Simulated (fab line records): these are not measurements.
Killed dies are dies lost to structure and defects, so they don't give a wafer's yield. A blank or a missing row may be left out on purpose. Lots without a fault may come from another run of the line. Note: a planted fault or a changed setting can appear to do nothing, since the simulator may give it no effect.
Struck lot and sound lot, side by side | flow sky130 | 16 out of 708 route steps
Sound: the wafers L654.1, L654.3, L654.5. Struck: wafers L643.3, L643.5 (left out: L643.6, a lot-mate that was not struck); the cause follows at the end.
At each step with rows: each side's tool, then ch and its chambers, then its first start. Under that, the readings that differ: sound wafers | struck wafers | difference of the means | sigmas: that difference in standard deviations of wafers without a fault.
alike: a reading whose means differ by less than 2 such deviations, as well as words and numbers matching on both sides. not compared: withheld readings; readings where some wafer has no value; bounds like >300 that might hide an equal value; numbers whose values overlap and for which the record gives no deviation.
The two part at a step that has a row with sigmas, a row that says differs or no value, or rows on one side only. Non-overlapping numbers with no deviation appear without sigmas and do not part them. A reading missing from all wafers of one side parts the sides only when that side holds two or more wafers.

SKY_VIA3_BOW_MEAS_03:
  sound on film metro-03, day 44 04:09; struck on film metro-03, day 41 00:43
  alike: VIA3_BOW
then, 8 steps without rows for these wafers: SKY_VIA3_DEHYDRATE_04 (time 60 s); SKY_VIA3_HMDS_05 (prime time 60 s); SKY_VIA3_COAT_06 (resist thk 60 nm); SKY_VIA3_COAT_07 (resist thk 450 nm); SKY_VIA3_SOFTBAKE_08 (time 90 s); SKY_VIA3_EXPOSE_09 (exposes mask VIM3, target cd 200 nm); SKY_VIA3_PEB_10; SKY_VIA3_DEVELOP_11 (develop time 60 s).
SKY_VIA3_CD_MEAS_12: target cd 200 nm.
  sound on cd sem-02, day 45 01:40; struck on cd sem-01, day 42 00:44
  alike: cd nm
SKY_VIA3_OVL_MEAS_13:
  sound on overlay-01, day 45 01:47; struck on overlay-02, day 42 00:49
  alike: VIA3_OVL
SKY_VIA3_ETCH_14: etches BARC in N2/H2, stops on SiO2, time 45.9 s, target depth 60 nm.
  sound on rie diel-04 ch 0,3, day 45 01:49; struck on rie diel-04 ch 0,2, day 42 00:51
  alike: chamber pressure mTorr, drypump motor current A, oes product au, run length s, throttle valve pct
  not compared: rf hours counter h
SKY_VIA3_ETCH_15: etches SiO2 in C4F8/O2/Ar, stops on TiN, target depth 507 nm, time 78 s.
  sound on rie diel-04 ch 0,3, day 45 01:52; struck on rie diel-04 ch 0,2, day 42 00:53
  reading                                     | sound             | struck      | difference | sigmas
  oes product au (a.u.)                       | 0.944 0.946 0.944 | 0.915 0.894 | -0.040     | -9
  run length s (s)                            | 106.0 106.1 106.6 | 112.7 112.6 | +6.4       | +16
  model.KrF-thick_of_VIA3_COAT_07.thk nm (nm) | 291 290 288.4     | 281.9 280.6 | -8.6       |
  model.TiN_of_METAL3_SPUTTER_04.thk nm (nm)  | 69.81 70.56 69.59 | 67.64 67.06 | -2.64      |
  alike: chamber pressure mTorr
  not compared: rf hours counter h
SKY_VIA3_STRIP_16: strips in O2/N2.
  sound on plasma asher-03 ch 0,1, day 45 01:55; struck on plasma asher-01 ch 0, day 42 00:59
  reading                      | sound             | struck      | difference | sigmas
  strip time to endpoint s (s) | 4.134 4.131 4.095 | 4.019 4.007 | -0.107     | -4
  alike: chamber pressure mTorr, drypump motor current A, oes product au
  not compared: rf hours counter h
then, 1 step without rows for these wafers: SKY_VIA3_STRIP_17 (strips in post etch residue remover, time 1200 s).
-- the record jumps here: 6 days lie between the struck wafers' starts before and after (it left off in module VIA3 and takes up again in module PAD_OPEN, whose first step shown is number 708 of the route) --
SKY_PAD_OPEN_PROBE_99:
  only the struck wafers here have rows in the record (prober-02, day 47 18:39); the sound ones have none

== WHERE THEY PART ==
First at SKY_VIA3_ETCH_15; last, within this record, at SKY_PAD_OPEN_PROBE_99.

WHY: whatever the simulator had introduced
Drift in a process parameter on rie diel-04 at SKY_VIA3_ETCH_15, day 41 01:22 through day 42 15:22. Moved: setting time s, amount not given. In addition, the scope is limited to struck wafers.
